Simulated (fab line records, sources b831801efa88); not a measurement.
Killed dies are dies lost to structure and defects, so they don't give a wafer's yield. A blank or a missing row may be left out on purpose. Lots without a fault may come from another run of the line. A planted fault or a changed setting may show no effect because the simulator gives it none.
Chamber matching | flow gf180mcu | GF_CONTACT_CMP_04 on cmp-02: 4 sister chambers
The step polishes SiO2. 18 wafers are shown with their chamber, then 9 later ones without.

WAFERS WITH THEIR CHAMBER
wafer  | chamber | motor_current_A (A) | time_to_endpoint_s (s)
L487.2 | 2       | 11.8                | 105
L487.3 | 0       | 11.0                | 106
L487.5 | 2       | 11.2                | 116
L488.2 | 0       | 10.0                | 108
L488.3 | 3       | 10.3                | 105
L488.6 | 0       | 10.6                | 111
L490.2 | 3       | 11.4                | 107
L490.3 | 0       | 10.6                | 110
L490.6 | 0       | 10.4                | 113
L492.3 | 2       | 11.9                | 111
L492.4 | 0       | 10.8                | 119
L492.6 | 2       | 11.3                | 114
L496.2 | 1       | 12.2                | 112
L496.5 | 3       | 10.2                | 117
L496.6 | 2       | 11.8                | 118
L498.2 | 0       | 10.5                | 105
L498.4 | 2       | 12.0                | 115
L498.6 | 3       | 10.4                | 112

SIGNATURES (means of the wafers above)
reading            | chamber 0 | chamber 1 | chamber 2 | chamber 3 | scatter within a chamber
motor_current_A    | 10.557    | 12.200    | 11.667    | 10.575    | 0.385
time_to_endpoint_s | 110.29    | 112.00    | 113.17    | 110.25    | 4.85
Rule: a wafer's distance from a chamber is the root of the sum, over the readings, of the square of ((its reading less the chamber's mean) divided by the reading's scatter). The wafer belongs to the nearest chamber; if the next one is less than 2 further off, it can't be placed. The scatter: the root of (the sum of the squares of (reading less its chamber's mean) over the shown wafers, divided by (wafers less chambers)).

WAFERS WITHOUT THEIR CHAMBER
wafer  | motor_current_A (A) | time_to_endpoint_s (s)
L504.2 | 10.3                | 113
L504.4 | 12.0                | 121
L504.5 | 11.3                | 117
L505.1 | 10.3                | 107
L505.2 | 11.4                | 107
L505.3 | 11.4                | 112
L507.2 | 11.6                | 104
L507.3 | 10.6                | 108
L507.5 | 10.6                | 108

WHICH CHAMBER EACH WENT THROUGH
wafer  | from the rows above               | in truth
L504.2 | can't be placed: 0 or 3           | 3
L504.4 | can't be placed: 2 or 1           | 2
L504.5 | can't be placed: 2 or 3 or 0 or 1 | 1
L505.1 | can't be placed: 0 or 3           | 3
L505.2 | can't be placed: 2 or 3 or 0 or 1 | 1
L505.3 | can't be placed: 2 or 1 or 3 or 0 | 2
L507.2 | can't be placed: 2 or 1 or 3 or 0 | 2
L507.3 | can't be placed: 3 or 0           | 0
L507.5 | can't be placed: 3 or 0           | 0
Placed correctly: 0 of 9. Can't be placed from these rows: 9 (the true chamber is among the candidates in 9). Placed wrongly: 0.
